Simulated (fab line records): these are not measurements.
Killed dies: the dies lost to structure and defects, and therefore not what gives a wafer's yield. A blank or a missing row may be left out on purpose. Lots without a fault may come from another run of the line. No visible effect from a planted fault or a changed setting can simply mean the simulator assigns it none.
One fault seen from 2 desks ; flow gf180mcu ; each desk holds nothing but its own numbers, with what lay behind them at the end

== AT THE METROLOGY DESK ==
What the gauges read for every lot (on any tool): the sampled wafers with a number, averaged. A lot is out of limits, marked OUT, if its mean lies more than 4 standard deviations from the usual mean; the brackets give that distance.
Columns: A = M5_OVL at GF_M5_OVL_MEAS_08, usual -1 nm; B = PASSIVATION_CVD_00_THK at GF_PASSIVATION_THK_MEAS_01, usual 1004 nm
lot;first seen here;A;B
L399;day 26 23:17;7;1013
L400;day 27 00:50;0;1014
L401;day 27 12:44;-5;1001
L402;day 27 23:19;-3;999
L404;day 28 10:04;1;1011
L405;day 28 20:10;-9;1003
L407;day 29 09:13;-2;1012
L408;day 30 00:25;-0;1050
L410;day 30 09:04;2;997
L411;day 30 15:20;-1;1013
L413;day 31 11:10;2;1046
L420;day 32 20:34;-4;989
Finding of this desk: none of the 12 lots has anything out of limits.

== DESK OF THE TOOL OWNER: pecvd-02 ==
The tool's own readings at GF_PASSIVATION_CVD_00 (deposits SiO2 from TEOS, target thk 1000 nm, time 111.95 s): means of the sampled wafers that have a number, for each lot that ran on this tool. A lot is out of limits, marked OUT, if its mean lies more than 4 standard deviations from the usual mean; the brackets give that distance.
Columns: A = heater-power-w at GF_PASSIVATION_CVD_00, usual 677 W; B = run-length-s at GF_PASSIVATION_CVD_00, usual 139.7 s; C = susceptor-temp-C at GF_PASSIVATION_CVD_00, usual 399.99 C
lot;first seen here;A;B;C
L399;day 28 18:14;614;139.5;399.92
L401;day 29 07:29;616;139.1;399.94
L404;day 30 03:05;713;139.8;399.90
L405;day 30 13:07;664;139.3;400.09
L407;day 31 01:50;554;139.1;399.93
L408;day 31 15:31;564;143.0 (+5.9) OUT;400.03
L413;day 33 00:41;628;142.9 (+5.8) OUT;399.86
This desk's finding: out of limits on L408, L413; first on L408, day 31 15:31 (run-length-s at GF_PASSIVATION_CVD_00). L399, L401, L404, L405, L407: within limits.

== BROUGHT TOGETHER ==
The tool owner's desk had the chance to raise an alarm at day 31 15:31 on L408, L413.
The metrology desk saw nothing out of limits.
The metrology desk holds a record of L408, L413, inside its limits.
GF_PASSIVATION_CVD_00 was run on pecvd-02 by each of the lots named.

== WHAT WAS PUT IN BY THE SIMULATOR ==
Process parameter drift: pecvd-02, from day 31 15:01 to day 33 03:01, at GF_PASSIVATION_CVD_00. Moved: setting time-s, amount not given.
Lots struck among those shown: L408, L413.
How many hours passed from the start of the fault until each desk's first out-of-limits reading: the tool owner's desk, 1.
